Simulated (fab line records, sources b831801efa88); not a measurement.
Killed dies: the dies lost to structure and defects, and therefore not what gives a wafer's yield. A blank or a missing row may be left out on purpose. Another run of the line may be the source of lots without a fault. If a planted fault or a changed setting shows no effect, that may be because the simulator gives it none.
What tool caused it? / flow gf180mcu / 7 lots, 21 wafers sampled, at 3 steps of a route of 602

## WHAT EACH GAUGE READ, for each wafer
GF_M4_CD_MEAS_14: target cd 280 nm.
lot=L309; measured=day 23 18:02; on=cd sem-02; cd nm (nm)=280.8 278.9 280.4
lot=L312; measured=day 24 20:46; on=cd sem-02; cd nm (nm)=279.1 278.4 279.2
lot=L314; measured=day 25 09:35; on=cd sem-02; cd nm (nm)=- - -
lot=L324; measured=day 28 19:47; on=cd sem-02; cd nm (nm)=279.2 278.6 278.5
lot=L327; measured=day 29 13:41; on=cd sem-02; cd nm (nm)=279.7 280.2 278.3
lot=L329; measured=day 30 01:55; on=cd sem-02; cd nm (nm)=281.0 280.5 280.2
lot=L331; measured=day 30 13:00; on=cd sem-02; cd nm (nm)=280.9 281.1 280.5

## WHAT TOOL EACH LOT RAN ON (gives the tool, then ch and the chambers of the sampled wafers, and finally the start)
lot=L309; GF_V3_STRIP_18=plasma asher-04 ch 0,1, day 22 17:42; GF_M4_DEVELOP_13=litho track-03 ch 0, day 23 17:53
lot=L312; GF_V3_STRIP_18=plasma asher-04 ch 0, day 23 20:32; GF_M4_DEVELOP_13=litho track-03 ch 0, day 24 20:37
lot=L314; GF_V3_STRIP_18=plasma asher-03 ch 0,1, day 24 10:12; GF_M4_DEVELOP_13=litho track-03, day 25 09:26
lot=L324; GF_V3_STRIP_18=plasma asher-03 ch 0,1, day 27 22:22; GF_M4_DEVELOP_13=litho track-03 ch 0, day 28 19:38
lot=L327; GF_V3_STRIP_18=plasma asher-03 ch 0,1, day 28 16:49; GF_M4_DEVELOP_13=litho track-03 ch 0, day 29 13:32
lot=L329; GF_V3_STRIP_18=plasma asher-04 ch 0,1, day 29 05:44; GF_M4_DEVELOP_13=litho track-03 ch 0, day 30 01:46
lot=L331; GF_V3_STRIP_18=plasma asher-04 ch 0,1, day 29 17:17; GF_M4_DEVELOP_13=litho track-01 ch 0, day 30 12:52
- GF_V3_STRIP_18: strips in O2/N2.
- GF_M4_DEVELOP_13: develop time 60 s.

## THE ANSWER, worked out from the rows above alone
Rule: the usual values come from the lots themselves. Put in order of their means at a reading, lots are off if they are a third of the lots or fewer, leave a main group of 4 or more, and stand apart from it by a gap of 3 or more times the standard deviation of the main group's means; of several such gaps the widest counts. The tables above print the reading to a certain number of digits; a main group whose means all agree to those digits is not used. Also off: a lot with no number at a reading for which 4 or more lots have one. The other lots that the step has rows for count as sound.
Off at GF_M4_CD_MEAS_14 (cd nm): L314. Without a number there: L314. Mean 279.8 nm and standard deviation 0.79 in the main group.
A tool fits if, at a process step before that reading, it ran every lot that is off, and no sound lot after the first of them. Those tools and the gauges at GF_M4_CD_MEAS_14 are tried in the same way. None of those tried fits.

## WHAT THE SIMULATOR PUT IN
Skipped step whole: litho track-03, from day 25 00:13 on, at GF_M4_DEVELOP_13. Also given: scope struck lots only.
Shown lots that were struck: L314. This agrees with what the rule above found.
